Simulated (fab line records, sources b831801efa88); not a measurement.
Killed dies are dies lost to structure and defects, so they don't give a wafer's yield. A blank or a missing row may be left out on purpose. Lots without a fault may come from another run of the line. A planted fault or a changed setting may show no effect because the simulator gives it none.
Chamber matching | flow sfq_line | SFQ_TRILAYER_I4_VIA_ETCH_VIA_ETCH_106 on rie_diel-04: 4 sister chambers
The step etches SiO2 in CHF3, stops on Nb, target depth 260 nm. 8 wafers are shown with their chamber, then 6 later ones without.

WAFERS WITH THEIR CHAMBER
wafer  | chamber | drypump_motor_current_A (A) | oes_product_au (a.u.)
L660.4 | 0       | 5.4                         | 0.848
L665.1 | 0       | 5.4                         | 0.843
L667.1 | 3       | 6.0                         | 0.847
L667.4 | 2       | 5.5                         | 0.845
L668.5 | 1       | 6.2                         | 0.847
L668.6 | 2       | 5.5                         | 0.863
L678.4 | 1       | 6.2                         | 0.856
L678.5 | 3       | 5.9                         | 0.854

WAFERS WITHOUT THEIR CHAMBER
wafer  | drypump_motor_current_A (A) | oes_product_au (a.u.)
L678.6 | 5.5                         | 0.859
L680.4 | 6.2                         | 0.852
L681.5 | 5.9                         | 0.847
L682.2 | 5.5                         | 0.852
L682.4 | 6.2                         | 0.855
L682.5 | 5.5                         | 0.853

WHICH CHAMBER EACH WENT THROUGH
wafer  | from the rows above | in truth
L678.6 | 2                   | 2
L680.4 | 1                   | 1
L681.5 | 3                   | 3
L682.2 | 2                   | 2
L682.4 | 1                   | 1
L682.5 | 2                   | 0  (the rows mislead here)
Placed correctly: 5 of 6. Can't be placed from these rows: 0. Placed wrongly: 1.
How it was worked out, from the rows above alone: a wafer's distance from a chamber is the root of the sum, over the readings, of the square of ((its reading less the chamber's mean) divided by the reading's scatter). The wafer belongs to the nearest chamber; if the next one is less than 2 further off, it can't be placed. A chamber's mean is the mean of its shown wafers. The scatter: the root of (the sum of the squares of (reading less its chamber's mean) over the shown wafers, divided by (wafers less chambers)).
